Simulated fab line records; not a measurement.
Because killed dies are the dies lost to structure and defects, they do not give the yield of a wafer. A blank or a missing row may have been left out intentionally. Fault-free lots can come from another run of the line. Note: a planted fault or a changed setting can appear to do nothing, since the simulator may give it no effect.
Matching of chambers    flow gf180mcu    4 sister chambers for GF_V3_ETCH_16 on rie diel-03
The step etches BARC in N2/H2. 8 wafers are shown with their chamber, then 9 later ones without.

## WAFERS, EACH WITH ITS CHAMBER
wafer   chamber  drypump motor current A (A)  oes product au (a.u.)
L473.2  3        5.5                          0.851
L473.4  0        5.5                          0.856
L477.2  1        5.4                          0.856
L477.4  2        5.4                          0.861
L477.5  0        5.5                          0.856
L478.1  3        5.5                          0.852
L478.5  1        5.4                          0.847
L478.6  2        5.5                          0.856

## WAFERS WHOSE CHAMBER IS MISSING
wafer   drypump motor current A (A)  oes product au (a.u.)
L481.1  5.4                          0.857
L481.2  5.5                          0.854
L481.3  5.6                          0.845
L485.1  5.4                          0.854
L485.2  5.5                          0.857
L485.5  5.4                          0.857
L487.1  5.5                          0.859
L487.3  5.5                          0.852
L487.5  5.4                          0.861

## THE CHAMBER EACH PASSED THROUGH
wafer   from the rows above                in truth
L481.1  can't be placed: 2 or 1 or 0 or 3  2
L481.2  can't be placed: 0 or 3 or 2       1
L481.3  can't be placed: 3 or 0            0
L485.1  can't be placed: 1 or 2            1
L485.2  can't be placed: 0 or 2 or 3       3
L485.5  can't be placed: 2 or 1 or 0 or 3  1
L487.1  can't be placed: 0 or 2 or 3       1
L487.3  can't be placed: 3 or 0            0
L487.5  can't be placed: 2 or 1 or 0       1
Placed correctly: 0 of 9. Can't be placed from these rows: 9 (the true chamber is among the candidates in 7). 0 placed wrongly.
How it was worked out, from the rows above alone: a wafer's distance from a chamber is the root of the sum, over the readings, of the square of ((its reading less the chamber's mean) divided by the reading's scatter). If the next closest chamber is less than 2 further off than the closest, the wafer can't be placed; otherwise it belongs to the closest. The mean given for a chamber averages the wafers shown for that chamber. How the scatter is found: for the shown wafers, subtract from each reading the mean of its chamber, square and add these, divide the total by (wafers less chambers), then take the root.
